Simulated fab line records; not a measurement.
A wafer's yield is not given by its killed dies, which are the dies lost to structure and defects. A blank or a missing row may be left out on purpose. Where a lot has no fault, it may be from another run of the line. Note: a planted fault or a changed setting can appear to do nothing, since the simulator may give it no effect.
fab line records || flow sky130 || part 2 of 2: steps 22 to 30 of 30
record: {"lots": 5, "wafers": 15, "lastDay": 50}
route steps=708 shown LDD_LDN@301 SPACER@304 POLY_CUT@307 SD_P@320
lots that met no fault: from a run of the same line without faults
startH: hours from the record's opening day to when the first of the lot's shown wafers began || waitH: how many hours have passed since the lot's step before this one || " unchanged from the row above || L1.1+2: one row covering several wafers at once || - no value, or no start was given || * or withheld: withheld || < > ~ a bound
route shown NAME@n: a module of which the file shows steps, and the number in the route of the first || usual: the fault-free wafers' mean and standard deviation || same: alike in all rows || chamber/n: place in a boat || sites: readings site by site || _std_site: the values' standard deviation || _edge_site: inner sites' mean taken away from outer sites' mean || radiusMm: for every site, how far away it sits from the centre of the wafer || mask NAME#n: copy n || behind: the most recent tool/chamber to have shaped the wafer || hold: the reason the lot was held/the length of the hold in hours/how it ended || device: the transistor (n, p or np) that didn't switch || end of line: tests of these same wafers at the route's end || step lacking rows: just its recipe || killed: dies that structure and defects cost at the first sort, which is not the same as the wafer's yield || map: shows each die of a wafer: x if killed, . if not, _ if none is there
set.NAME: the setting the step ran with; set.NAME@STEP: the setting that earlier step ran with || model.NAME: the simulator's own value behind a step, which no gauge read
lots at selected steps of the route; one table per step, one row per wafer
services: the hour from which a tool's chamber was out of use, counted from the record's first day as startH (under 0 if before that day), plus the number of hours and why
== steps ==
step: SKY_SD_P_COAT_02
recipe: {"resist": "NOVOLAK", "spinRpm": 3000, "resistThkNm": 1140}
usual: {"dispensePressureKPa": "46/4.2", "resistLineTempC": "22.99/0.11"}
{"lot.wafer": "L079.4", "tool": "lithoTrack-01", "chamber": 0, "startH": 616.13, "waitH": 0.1, "dispensePressureKPa": 42, "resistLineTempC": 23.17}
{"lot.wafer": "L079.5", "tool": "lithoTrack-01", "chamber": 0, "startH": 616.13, "waitH": 0.1, "dispensePressureKPa": 42, "resistLineTempC": 23.13}
{"lot.wafer": "L079.6", "tool": "lithoTrack-01", "chamber": 0, "startH": 616.13, "waitH": 0.1, "dispensePressureKPa": 42, "resistLineTempC": 22.94}
{"lot.wafer": "L087.3", "tool": "lithoTrack-01", "chamber": 0, "startH": 679.81, "waitH": 0.1, "dispensePressureKPa": 42, "resistLineTempC": 22.93}
{"lot.wafer": "L087.4", "tool": "lithoTrack-01", "chamber": 0, "startH": 679.81, "waitH": 0.1, "dispensePressureKPa": 42, "resistLineTempC": 22.94}
{"lot.wafer": "L087.6", "tool": "lithoTrack-01", "chamber": 0, "startH": 679.81, "waitH": 0.1, "dispensePressureKPa": 42, "resistLineTempC": 22.96}
{"lot.wafer": "L088.2", "tool": "lithoTrack-04", "chamber": 0, "startH": 687.10, "waitH": 0.1, "dispensePressureKPa": 48, "resistLineTempC": 23.15}
{"lot.wafer": "L088.4", "tool": "lithoTrack-04", "chamber": 0, "startH": 687.10, "waitH": 0.1, "dispensePressureKPa": 48, "resistLineTempC": 23.14}
{"lot.wafer": "L088.6", "tool": "lithoTrack-04", "chamber": 0, "startH": 687.10, "waitH": 0.1, "dispensePressureKPa": 48, "resistLineTempC": 23.11}
{"lot.wafer": "L090.4", "tool": "lithoTrack-01", "chamber": 0, "startH": 708.68, "waitH": 0.1, "dispensePressureKPa": 41, "resistLineTempC": 22.88}
{"lot.wafer": "L090.5", "tool": "lithoTrack-01", "chamber": 0, "startH": 708.68, "waitH": 0.1, "dispensePressureKPa": 42, "resistLineTempC": 23.03}
{"lot.wafer": "L090.6", "tool": "lithoTrack-01", "chamber": 0, "startH": 708.68, "waitH": 0.1, "dispensePressureKPa": 41, "resistLineTempC": 22.99}
{"lot.wafer": "L095.3", "tool": "lithoTrack-01", "chamber": 0, "startH": 735.21, "waitH": 0.1, "dispensePressureKPa": 42, "resistLineTempC": 22.94}
{"lot.wafer": "L095.4", "tool": "lithoTrack-01", "chamber": 0, "startH": 735.21, "waitH": 0.1, "dispensePressureKPa": 41, "resistLineTempC": 22.78}
{"lot.wafer": "L095.5", "tool": "lithoTrack-01", "chamber": 0, "startH": 735.21, "waitH": 0.1, "dispensePressureKPa": 42, "resistLineTempC": 22.78}
step: SKY_SD_P_SOFTBAKE_03
recipe: {"tempC": 89.39, "timeS": 60, "resist": "NOVOLAK"}
usual: {"plateTempC": "89.38/0.13", "resistLineTempC": "23.00/0.11"}
{"lot.wafer": "L079.4", "tool": "lithoTrack-01", "chamber": 0, "startH": 616.28, "waitH": 0.1, "plateTempC": 89.45, "resistLineTempC": 23.09}
{"lot.wafer": "L079.5", "tool": "lithoTrack-01", "chamber": 0, "startH": 616.28, "waitH": 0.1, "plateTempC": 89.33, "resistLineTempC": 23.16}
{"lot.wafer": "L079.6", "tool": "lithoTrack-01", "chamber": 0, "startH": 616.28, "waitH": 0.1, "plateTempC": 89.37, "resistLineTempC": 23.08}
{"lot.wafer": "L087.3", "tool": "lithoTrack-01", "chamber": 0, "startH": 679.96, "waitH": 0.1, "plateTempC": 89.55, "resistLineTempC": 23.01}
{"lot.wafer": "L087.4", "tool": "lithoTrack-01", "chamber": 0, "startH": 679.96, "waitH": 0.1, "plateTempC": 89.40, "resistLineTempC": 22.92}
{"lot.wafer": "L087.6", "tool": "lithoTrack-01", "chamber": 0, "startH": 679.96, "waitH": 0.1, "plateTempC": 89.39, "resistLineTempC": 22.90}
{"lot.wafer": "L088.2", "tool": "lithoTrack-04", "chamber": 0, "startH": 687.25, "waitH": 0.1, "plateTempC": 89.37, "resistLineTempC": 22.86}
{"lot.wafer": "L088.4", "tool": "lithoTrack-04", "chamber": 0, "startH": 687.25, "waitH": 0.1, "plateTempC": 89.21, "resistLineTempC": 23.00}
{"lot.wafer": "L088.6", "tool": "lithoTrack-04", "chamber": 0, "startH": 687.25, "waitH": 0.1, "plateTempC": 89.56, "resistLineTempC": 22.96}
{"lot.wafer": "L090.4", "tool": "lithoTrack-01", "chamber": 0, "startH": 708.83, "waitH": 0.1, "plateTempC": 89.33, "resistLineTempC": 22.98}
{"lot.wafer": "L090.5", "tool": "lithoTrack-01", "chamber": 0, "startH": 708.83, "waitH": 0.1, "plateTempC": 89.56, "resistLineTempC": 22.97}
{"lot.wafer": "L090.6", "tool": "lithoTrack-01", "chamber": 0, "startH": 708.83, "waitH": 0.1, "plateTempC": 89.52, "resistLineTempC": 23.01}
{"lot.wafer": "L095.3", "tool": "lithoTrack-01", "chamber": 0, "startH": 735.36, "waitH": 0.1, "plateTempC": 89.54, "resistLineTempC": 22.76}
{"lot.wafer": "L095.4", "tool": "lithoTrack-01", "chamber": 0, "startH": 735.36, "waitH": 0.1, "plateTempC": 89.47, "resistLineTempC": 23.01}
{"lot.wafer": "L095.5", "tool": "lithoTrack-01", "chamber": 0, "startH": 735.36, "waitH": 0.1, "plateTempC": 89.66, "resistLineTempC": 22.96}
step: SKY_SD_P_EXPOSE_04
recipe: {"maskId": "PSDM", "na": 0.6, "sourceShape": "conventional", "sigmaOuter": 0.6, "polarization": "unpolarized", "targetCdNm": 380, "doseMj": 138}
usual: {"focusOffsetNm": "0.1/0.57", "reticleTempC": "23.00/0.1"}
{"lot.wafer": "L079.4", "tool": "ilineStepper-01", "chamber": 0, "startH": "-", "waitH": "-", "mask": "PSDM#0", "focusOffsetNm": 0.1, "reticleTempC": 22.96}
{"lot.wafer": "L079.5", "tool": "ilineStepper-01", "chamber": 0, "startH": "-", "waitH": "-", "mask": "PSDM#0", "focusOffsetNm": -0.7, "reticleTempC": 23.03}
{"lot.wafer": "L079.6", "tool": "ilineStepper-01", "chamber": 0, "startH": "-", "waitH": "-", "mask": "PSDM#0", "focusOffsetNm": -0.1, "reticleTempC": 23.02}
{"lot.wafer": "L087.3", "tool": "ilineStepper-01", "chamber": 0, "startH": "-", "waitH": "-", "mask": "PSDM#0", "focusOffsetNm": -0.1, "reticleTempC": 22.73}
{"lot.wafer": "L087.4", "tool": "ilineStepper-01", "chamber": 0, "startH": "-", "waitH": "-", "mask": "PSDM#0", "focusOffsetNm": 0.0, "reticleTempC": 23.03}
{"lot.wafer": "L087.6", "tool": "ilineStepper-01", "chamber": 0, "startH": "-", "waitH": "-", "mask": "PSDM#0", "focusOffsetNm": -0.6, "reticleTempC": 22.83}
{"lot.wafer": "L088.2", "tool": "ilineStepper-02", "chamber": 0, "startH": "-", "waitH": "-", "mask": "PSDM#0", "focusOffsetNm": 0.6, "reticleTempC": 23.03}
{"lot.wafer": "L088.4", "tool": "ilineStepper-02", "chamber": 0, "startH": "-", "waitH": "-", "mask": "PSDM#0", "focusOffsetNm": 0.2, "reticleTempC": 23.17}
{"lot.wafer": "L088.6", "tool": "ilineStepper-02", "chamber": 0, "startH": "-", "waitH": "-", "mask": "PSDM#0", "focusOffsetNm": 0.1, "reticleTempC": 23.22}
{"lot.wafer": "L090.4", "tool": "ilineStepper-02", "chamber": 0, "startH": "-", "waitH": "-", "mask": "PSDM#0", "focusOffsetNm": 0.1, "reticleTempC": 22.99}
{"lot.wafer": "L090.5", "tool": "ilineStepper-02", "chamber": 0, "startH": "-", "waitH": "-", "mask": "PSDM#0", "focusOffsetNm": 0.1, "reticleTempC": 23.02}
{"lot.wafer": "L090.6", "tool": "ilineStepper-02", "chamber": 0, "startH": "-", "waitH": "-", "mask": "PSDM#0", "focusOffsetNm": -0.6, "reticleTempC": 23.02}
{"lot.wafer": "L095.3", "tool": "ilineStepper-02", "chamber": 0, "startH": "-", "waitH": "-", "mask": "PSDM#0", "focusOffsetNm": -1.8, "reticleTempC": 22.81}
{"lot.wafer": "L095.4", "tool": "ilineStepper-02", "chamber": 0, "startH": "-", "waitH": "-", "mask": "PSDM#0", "focusOffsetNm": -0.4, "reticleTempC": 22.94}
{"lot.wafer": "L095.5", "tool": "ilineStepper-02", "chamber": 0, "startH": "-", "waitH": "-", "mask": "PSDM#0", "focusOffsetNm": -1.3, "reticleTempC": 22.83}
step: SKY_SD_P_PEB_05
recipe: {"tempC": "withheld", "timeS": "*", "resist": "NOVOLAK"}
usual: {"resistLineTempC": "*"}
{"lot.wafer": "L079.4", "tool": "lithoTrack-01", "chamber": 0, "startH": "-", "waitH": "-", "resistLineTempC": "*"}
{"lot.wafer": "L079.5", "tool": "lithoTrack-01", "chamber": 0, "startH": "-", "waitH": "-", "resistLineTempC": "*"}
{"lot.wafer": "L079.6", "tool": "lithoTrack-01", "chamber": 0, "startH": "-", "waitH": "-", "resistLineTempC": "*"}
{"lot.wafer": "L087.3", "tool": "lithoTrack-01", "chamber": 0, "startH": "-", "waitH": "-", "resistLineTempC": "*"}
{"lot.wafer": "L087.4", "tool": "lithoTrack-01", "chamber": 0, "startH": "-", "waitH": "-", "resistLineTempC": "*"}
{"lot.wafer": "L087.6", "tool": "lithoTrack-01", "chamber": 0, "startH": "-", "waitH": "-", "resistLineTempC": "*"}
{"lot.wafer": "L088.2", "tool": "lithoTrack-04", "chamber": 0, "startH": "-", "waitH": "-", "resistLineTempC": "*"}
{"lot.wafer": "L088.4", "tool": "lithoTrack-04", "chamber": 0, "startH": "-", "waitH": "-", "resistLineTempC": "*"}
{"lot.wafer": "L088.6", "tool": "lithoTrack-04", "chamber": 0, "startH": "-", "waitH": "-", "resistLineTempC": "*"}
{"lot.wafer": "L090.4", "tool": "lithoTrack-01", "chamber": 0, "startH": "-", "waitH": "-", "resistLineTempC": "*"}
{"lot.wafer": "L090.5", "tool": "lithoTrack-01", "chamber": 0, "startH": "-", "waitH": "-", "resistLineTempC": "*"}
{"lot.wafer": "L090.6", "tool": "lithoTrack-01", "chamber": 0, "startH": "-", "waitH": "-", "resistLineTempC": "*"}
{"lot.wafer": "L095.3", "tool": "lithoTrack-02", "chamber": 0, "startH": "-", "waitH": "-", "resistLineTempC": "*"}
{"lot.wafer": "L095.4", "tool": "lithoTrack-02", "chamber": 0, "startH": "-", "waitH": "-", "resistLineTempC": "*"}
{"lot.wafer": "L095.5", "tool": "lithoTrack-02", "chamber": 0, "startH": "-", "waitH": "-", "resistLineTempC": "*"}
step: SKY_SD_P_DEVELOP_06
recipe: {"resist": "NOVOLAK", "developer": "TMAH", "developTimeS": 60, "devTempC": 23}
usual: {"resistLineTempC": "23.02/0.11"}
{"lot.wafer": "L079.4", "tool": "lithoTrack-01", "chamber": 0, "startH": 629.98, "waitH": 0.1, "resistLineTempC": 23.02}
{"lot.wafer": "L079.5", "tool": "lithoTrack-01", "chamber": 0, "startH": 629.98, "waitH": 0.1, "resistLineTempC": 22.91}
{"lot.wafer": "L079.6", "tool": "lithoTrack-01", "chamber": 0, "startH": 629.98, "waitH": 0.1, "resistLineTempC": 22.93}
{"lot.wafer": "L087.3", "tool": "lithoTrack-01", "chamber": 0, "startH": 693.26, "waitH": 0.1, "resistLineTempC": 22.91}
{"lot.wafer": "L087.4", "tool": "lithoTrack-01", "chamber": 0, "startH": 693.26, "waitH": 0.1, "resistLineTempC": 22.84}
{"lot.wafer": "L087.6", "tool": "lithoTrack-01", "chamber": 0, "startH": 693.26, "waitH": 0.1, "resistLineTempC": 23.11}
{"lot.wafer": "L088.2", "tool": "lithoTrack-04", "chamber": 0, "startH": 700.70, "waitH": 0.1, "resistLineTempC": 22.96}
{"lot.wafer": "L088.4", "tool": "lithoTrack-04", "chamber": 0, "startH": 700.70, "waitH": 0.1, "resistLineTempC": 23.01}
{"lot.wafer": "L088.6", "tool": "lithoTrack-04", "chamber": 0, "startH": 700.70, "waitH": 0.1, "resistLineTempC": 22.94}
{"lot.wafer": "L090.4", "tool": "lithoTrack-01", "chamber": 0, "startH": 722.73, "waitH": 0.1, "resistLineTempC": 22.79}
{"lot.wafer": "L090.5", "tool": "lithoTrack-01", "chamber": 0, "startH": 722.73, "waitH": 0.1, "resistLineTempC": 23.15}
{"lot.wafer": "L090.6", "tool": "lithoTrack-01", "chamber": 0, "startH": 722.73, "waitH": 0.1, "resistLineTempC": 23.02}
{"lot.wafer": "L095.3", "tool": "lithoTrack-02", "chamber": 0, "startH": 749.00, "waitH": 0.1, "resistLineTempC": 23.20}
{"lot.wafer": "L095.4", "tool": "lithoTrack-02", "chamber": 0, "startH": 749.00, "waitH": 0.1, "resistLineTempC": 23.10}
{"lot.wafer": "L095.5", "tool": "lithoTrack-02", "chamber": 0, "startH": 749.00, "waitH": 0.1, "resistLineTempC": 23.07}
step: SKY_SD_P_CD_MEAS_07
recipe: {"targetCdNm": 380}
usual: {"cdNm": "379.3/2.2"}
{"lot.wafer": "L079.4", "tool": "cdSem-02", "chamber": "-", "startH": 630.12, "waitH": 0.1, "cdNm": 378.3}
{"lot.wafer": "L079.5", "tool": "cdSem-02", "chamber": "-", "startH": 630.12, "waitH": 0.1, "cdNm": 379.2}
{"lot.wafer": "L079.6", "tool": "cdSem-02", "chamber": "-", "startH": 630.12, "waitH": 0.1, "cdNm": 379.2}
{"lot.wafer": "L087.3", "tool": "cdSem-01", "chamber": "-", "startH": 693.40, "waitH": 0.1, "cdNm": 383.1}
{"lot.wafer": "L087.4", "tool": "cdSem-01", "chamber": "-", "startH": 693.40, "waitH": 0.1, "cdNm": 380.9}
{"lot.wafer": "L087.6", "tool": "cdSem-01", "chamber": "-", "startH": 693.40, "waitH": 0.1, "cdNm": 381.5}
{"lot.wafer": "L088.2", "tool": "cdSem-01", "chamber": "-", "startH": 700.84, "waitH": 0.1, "cdNm": 378.2}
{"lot.wafer": "L088.4", "tool": "cdSem-01", "chamber": "-", "startH": 700.84, "waitH": 0.1, "cdNm": 380.2}
{"lot.wafer": "L088.6", "tool": "cdSem-01", "chamber": "-", "startH": 700.84, "waitH": 0.1, "cdNm": 379.7}
{"lot.wafer": "L090.4", "tool": "cdSem-01", "chamber": "-", "startH": 722.87, "waitH": 0.1, "cdNm": 383.1}
{"lot.wafer": "L090.5", "tool": "cdSem-01", "chamber": "-", "startH": 722.87, "waitH": 0.1, "cdNm": 385.3}
{"lot.wafer": "L090.6", "tool": "cdSem-01", "chamber": "-", "startH": 722.87, "waitH": 0.1, "cdNm": 383.3}
{"lot.wafer": "L095.3", "tool": "cdSem-02", "chamber": "-", "startH": 749.14, "waitH": 0.1, "cdNm": 377.1}
{"lot.wafer": "L095.4", "tool": "cdSem-02", "chamber": "-", "startH": 749.14, "waitH": 0.1, "cdNm": 379.0}
{"lot.wafer": "L095.5", "tool": "cdSem-02", "chamber": "-", "startH": 749.14, "waitH": 0.1, "cdNm": 376.9}
step: SKY_SD_P_OVL_MEAS_08
usual: {"SD_P_OVL": "-0.5/1.4"}
{"lot.wafer": "L079.4", "tool": "overlay-01", "chamber": "-", "startH": 630.19, "waitH": 0.1, "SD_P_OVL[nm]": -0.7}
{"lot.wafer": "L079.5", "tool": "overlay-01", "chamber": "-", "startH": 630.19, "waitH": 0.1, "SD_P_OVL[nm]": -0.2}
{"lot.wafer": "L079.6", "tool": "overlay-01", "chamber": "-", "startH": 630.19, "waitH": 0.1, "SD_P_OVL[nm]": 0.1}
{"lot.wafer": "L087.3", "tool": "overlay-01", "chamber": "-", "startH": 693.49, "waitH": 0.1, "SD_P_OVL[nm]": -1.0}
{"lot.wafer": "L087.4", "tool": "overlay-01", "chamber": "-", "startH": 693.49, "waitH": 0.1, "SD_P_OVL[nm]": -1.1}
{"lot.wafer": "L087.6", "tool": "overlay-01", "chamber": "-", "startH": 693.49, "waitH": 0.1, "SD_P_OVL[nm]": -2.9}
{"lot.wafer": "L088.2", "tool": "overlay-01", "chamber": "-", "startH": 700.95, "waitH": 0.1, "SD_P_OVL[nm]": -3.1}
{"lot.wafer": "L088.4", "tool": "overlay-01", "chamber": "-", "startH": 700.95, "waitH": 0.1, "SD_P_OVL[nm]": -0.4}
{"lot.wafer": "L088.6", "tool": "overlay-01", "chamber": "-", "startH": 700.95, "waitH": 0.1, "SD_P_OVL[nm]": -2.8}
{"lot.wafer": "L090.4", "tool": "overlay-02", "chamber": "-", "startH": 722.94, "waitH": 0.1, "SD_P_OVL[nm]": -1.4}
{"lot.wafer": "L090.5", "tool": "overlay-02", "chamber": "-", "startH": 722.94, "waitH": 0.1, "SD_P_OVL[nm]": 1.0}
{"lot.wafer": "L090.6", "tool": "overlay-02", "chamber": "-", "startH": 722.94, "waitH": 0.1, "SD_P_OVL[nm]": -0.4}
{"lot.wafer": "L095.3", "tool": "overlay-02", "chamber": "-", "startH": 749.24, "waitH": 0.1, "SD_P_OVL[nm]": 1.4}
{"lot.wafer": "L095.4", "tool": "overlay-02", "chamber": "-", "startH": 749.24, "waitH": 0.1, "SD_P_OVL[nm]": 1.2}
{"lot.wafer": "L095.5", "tool": "overlay-02", "chamber": "-", "startH": 749.24, "waitH": 0.1, "SD_P_OVL[nm]": 0.9}
step: SKY_SD_P_IMPLANT_09
recipe: {"species": "BF2", "energyKev": 20, "doseCm2": 3e+15, "tiltDeg": 0}
{"lot.wafer": "L079.4+5+6", "tool": "implanter-04", "chamber": 0, "startH": 630.29, "waitH": 0.1}
{"lot.wafer": "L087.3+4+6", "tool": "implanter-04", "chamber": 0, "startH": 693.56, "waitH": 0.1}
{"lot.wafer": "L088.2+4+6", "tool": "implanter-03", "chamber": 0, "startH": 701.00, "waitH": 0.0}
{"lot.wafer": "L090.4+5+6", "tool": "implanter-04", "chamber": 0, "startH": 723.04, "waitH": 0.1}
{"lot.wafer": "L095.3+4+5", "tool": "implanter-04", "chamber": 0, "startH": 749.31, "waitH": 0.1}
step: SKY_SD_P_STRIP_10
recipe: {"chemistry": "O2/N2", "powerW": 1400, "pressureMtorr": 1500, "platenTempC": "withheld", "o2FlowSccm": 3000, "n2FlowSccm": 300, "overashFraction": 0.5}
usual: {"drypumpMotorCurrentA": "5.8/0.38", "oesProductAu": "0.618/0.0041", "stripTimeToEndpointS": "17.52/0.036"}
{"lot.wafer": "L079.4", "tool": "plasmaAsher-01", "chamber": 1, "startH": 630.40, "waitH": 0.1, "drypumpMotorCurrentA": 6.3, "oesProductAu": 0.618, "rfHoursCounterH": "-", "stripTimeToEndpointS": 17.55}
{"lot.wafer": "L079.5", "tool": "plasmaAsher-01", "chamber": 1, "startH": 630.40, "waitH": 0.1, "drypumpMotorCurrentA": 6.3, "oesProductAu": 0.613, "rfHoursCounterH": "-", "stripTimeToEndpointS": 17.45}
{"lot.wafer": "L079.6", "tool": "plasmaAsher-01", "chamber": 0, "startH": 630.40, "waitH": 0.1, "drypumpMotorCurrentA": 5.5, "oesProductAu": 0.617, "rfHoursCounterH": "-", "stripTimeToEndpointS": 17.46}
{"lot.wafer": "L087.3", "tool": "plasmaAsher-03", "chamber": 1, "startH": 693.70, "waitH": 0.1, "drypumpMotorCurrentA": 5.6, "oesProductAu": 0.619, "rfHoursCounterH": "-", "stripTimeToEndpointS": 17.57}
{"lot.wafer": "L087.4", "tool": "plasmaAsher-03", "chamber": 0, "startH": 693.70, "waitH": 0.1, "drypumpMotorCurrentA": 6.3, "oesProductAu": 0.617, "rfHoursCounterH": "-", "stripTimeToEndpointS": 17.53}
{"lot.wafer": "L087.6", "tool": "plasmaAsher-03", "chamber": 0, "startH": 693.70, "waitH": 0.1, "drypumpMotorCurrentA": 6.3, "oesProductAu": 0.612, "rfHoursCounterH": "-", "stripTimeToEndpointS": 17.56}
{"lot.wafer": "L088.2", "tool": "plasmaAsher-03", "chamber": 0, "startH": 701.13, "waitH": 0.1, "drypumpMotorCurrentA": 6.4, "oesProductAu": 0.617, "rfHoursCounterH": 89, "stripTimeToEndpointS": 17.50}
{"lot.wafer": "L088.4", "tool": "plasmaAsher-03", "chamber": 0, "startH": 701.13, "waitH": 0.1, "drypumpMotorCurrentA": 6.3, "oesProductAu": 0.611, "rfHoursCounterH": "-", "stripTimeToEndpointS": 17.54}
{"lot.wafer": "L088.6", "tool": "plasmaAsher-03", "chamber": 0, "startH": 701.13, "waitH": 0.1, "drypumpMotorCurrentA": 6.3, "oesProductAu": 0.615, "rfHoursCounterH": "-", "stripTimeToEndpointS": 17.52}
{"lot.wafer": "L090.4", "tool": "plasmaAsher-01", "chamber": 1, "startH": 723.15, "waitH": 0.1, "drypumpMotorCurrentA": 6.3, "oesProductAu": 0.613, "rfHoursCounterH": "-", "stripTimeToEndpointS": 17.52}
{"lot.wafer": "L090.5", "tool": "plasmaAsher-01", "chamber": 0, "startH": 723.15, "waitH": 0.1, "drypumpMotorCurrentA": 5.5, "oesProductAu": 0.614, "rfHoursCounterH": "-", "stripTimeToEndpointS": 17.51}
{"lot.wafer": "L090.6", "tool": "plasmaAsher-01", "chamber": 1, "startH": 723.15, "waitH": 0.1, "drypumpMotorCurrentA": 6.3, "oesProductAu": 0.617, "rfHoursCounterH": "-", "stripTimeToEndpointS": 17.55}
{"lot.wafer": "L095.3", "tool": "plasmaAsher-01", "chamber": 1, "startH": 749.44, "waitH": 0.1, "drypumpMotorCurrentA": 6.3, "oesProductAu": 0.620, "rfHoursCounterH": "-", "stripTimeToEndpointS": 17.48}
{"lot.wafer": "L095.4", "tool": "plasmaAsher-01", "chamber": 0, "startH": 749.44, "waitH": 0.1, "drypumpMotorCurrentA": 5.5, "oesProductAu": 0.616, "rfHoursCounterH": "-", "stripTimeToEndpointS": 17.48}
{"lot.wafer": "L095.5", "tool": "plasmaAsher-01", "chamber": 0, "startH": 749.44, "waitH": 0.1, "drypumpMotorCurrentA": 5.5, "oesProductAu": 0.617, "rfHoursCounterH": "-", "stripTimeToEndpointS": 17.49}
== services ==
{"tool": "rieDiel-04", "chamber": 3, "startH": 564.55, "hours": 7.9, "kind": "repair"}
{"tool": "rieDiel-04", "chamber": 2, "startH": 573.78, "hours": 5.3, "kind": "repair"}
{"tool": "krfScanner-01", "chamber": "-", "startH": 573.97, "hours": 0.8, "kind": "pm"}
{"tool": "implanter-04", "chamber": "-", "startH": 578.27, "hours": 4.6, "kind": "repair"}
{"tool": "implanter-04", "chamber": "-", "startH": 578.28, "hours": 5.1, "kind": "repair"}
{"tool": "rieDiel-04", "chamber": "-", "startH": 590.83, "hours": 1.2, "kind": "repair"}
{"tool": "krfScanner-01", "chamber": "-", "startH": 610.23, "hours": 1.0, "kind": "pm"}
{"tool": "rieDiel-03", "chamber": 3, "startH": 628.39, "hours": 16.3, "kind": "repair"}
{"tool": "rieDiel-04", "chamber": 3, "startH": 635.47, "hours": 3.6, "kind": "repair"}
{"tool": "rieDiel-03", "chamber": 3, "startH": 645.62, "hours": 11.6, "kind": "repair"}
{"tool": "rieDiel-03", "chamber": 0, "startH": 645.75, "hours": 6.0, "kind": "repair"}
{"tool": "rieDiel-04", "chamber": 2, "startH": 650.82, "hours": 16.5, "kind": "repair"}
{"tool": "rieDiel-01", "chamber": 1, "startH": 651.83, "hours": 5.3, "kind": "repair"}
{"tool": "plasmaAsher-03", "chamber": "-", "startH": 695.32, "hours": 1.9, "kind": "repair"}
{"tool": "krfScanner-01", "chamber": "-", "startH": 703.56, "hours": 1.5, "kind": "repair"}
{"tool": "ilineStepper-02", "chamber": "-", "startH": 706.22, "hours": 1.7, "kind": "pm"}
{"tool": "krfScanner-01", "chamber": "-", "startH": 708.19, "hours": 1.6, "kind": "repair"}
{"tool": "rieDiel-04", "chamber": "-", "startH": 712.81, "hours": 0.2, "kind": "repair"}
{"tool": "rieDiel-04", "chamber": "-", "startH": 713.12, "hours": 28.1, "kind": "pm"}
{"tool": "krfScanner-01", "chamber": "-", "startH": 717.89, "hours": 1.3, "kind": "pm"}
{"tool": "krfScanner-01", "chamber": "-", "startH": 735.26, "hours": 0.6, "kind": "repair"}
{"tool": "krfScanner-01", "chamber": "-", "startH": 740.94, "hours": 4.4, "kind": "pm"}
{"tool": "rieDiel-03", "chamber": 3, "startH": 742.05, "hours": 2.6, "kind": "repair"}
{"tool": "rieDiel-01", "chamber": 2, "startH": 747.89, "hours": 8.9, "kind": "repair"}
